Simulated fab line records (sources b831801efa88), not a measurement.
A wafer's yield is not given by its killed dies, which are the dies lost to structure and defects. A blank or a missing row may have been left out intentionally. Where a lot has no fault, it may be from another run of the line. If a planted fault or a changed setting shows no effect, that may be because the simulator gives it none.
One fault seen from 2 desks || flow gf180mcu || each desk holds nothing but its own numbers, with what lay behind them at the end

== METROLOGY DESK ==
What the gauges read for every lot (on any tool): the sampled wafers with a number, averaged. Marked OUT: a lot whose mean sits more than 4 standard deviations from the usual mean, which makes it out of limits; the brackets give that distance.
Columns: A = TOP_METAL_ALCU_RS at GF_TOP_METAL_RS_MEAS_05, usual 0.0326 ohm/sq; B = TOP_METAL_ALCU_THK at GF_TOP_METAL_THK_MEAS_06, usual 909 nm
{"lot": "L675", "first seen here": "day 29 01:36", "A": 0.0322, "B": 923}
{"lot": "L678", "first seen here": "day 29 18:39", "A": "0.0350 (+7.0) OUT", "B": "856 (-5.3) OUT"}
{"lot": "L681", "first seen here": "day 30 14:10", "A": "0.0385 (+17) OUT", "B": "784 (-12) OUT"}
{"lot": "L682", "first seen here": "day 30 21:38", "A": "0.0348 (+6.4) OUT", "B": "858 (-5.1) OUT"}
{"lot": "L693", "first seen here": "day 33 11:08", "A": 0.0325, "B": 909}
Finding of this desk: L678, L681, L682 out of limits, first seen on L678 at day 29 18:39 (TOP_METAL_ALCU_RS at GF_TOP_METAL_RS_MEAS_05). L675, L693 stayed within limits.

== DESK OF THE TOOL OWNER: pvdSputter-04 ==
The tool's own readings at GF_TOP_METAL_SPUTTER_02 (material AlCu, target thk 900 nm, time 47.82 s): means of the sampled wafers that have a number, for each lot that ran on this tool. Marked OUT: a lot whose mean sits more than 4 standard deviations from the usual mean, which makes it out of limits; the brackets give that distance.
Columns: A = cathodeDcPowerW at GF_TOP_METAL_SPUTTER_02, usual 10600 W; B = substrateTempC at GF_TOP_METAL_SPUTTER_02, usual 250.01 C; C = throttleValvePct at GF_TOP_METAL_SPUTTER_02, usual 29.4 %
{"lot": "L675", "first seen here": "day 29 01:31", "A": 10601, "B": 249.90, "C": 30.2}
{"lot": "L678", "first seen here": "day 29 18:34", "A": 10602, "B": 250.04, "C": 28.7}
{"lot": "L681", "first seen here": "day 30 14:03", "A": 10598, "B": 250.08, "C": 29.5}
{"lot": "L682", "first seen here": "day 30 21:33", "A": 10600, "B": 249.99, "C": 30.3}
Finding of this desk: none of the 4 lots has anything out of limits.

== PUT TOGETHER ==
At day 29 18:39 the metrology desk could have sounded an alarm, on L678, L681, L682.
The tool owner's desk saw nothing out of limits.
The tool owner's desk has L678, L681, L682 on record, within its limits.
Of the lots named, all ran GF_TOP_METAL_SPUTTER_02 on pvdSputter-04.

== WHAT HAD BEEN PUT IN BY THE SIMULATOR ==
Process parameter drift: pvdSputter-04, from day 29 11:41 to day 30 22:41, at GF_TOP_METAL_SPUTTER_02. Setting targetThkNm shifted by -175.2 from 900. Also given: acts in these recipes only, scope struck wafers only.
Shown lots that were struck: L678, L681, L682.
Delay in hours, fault start to first out-of-limits reading, per desk: metrology desk 7.
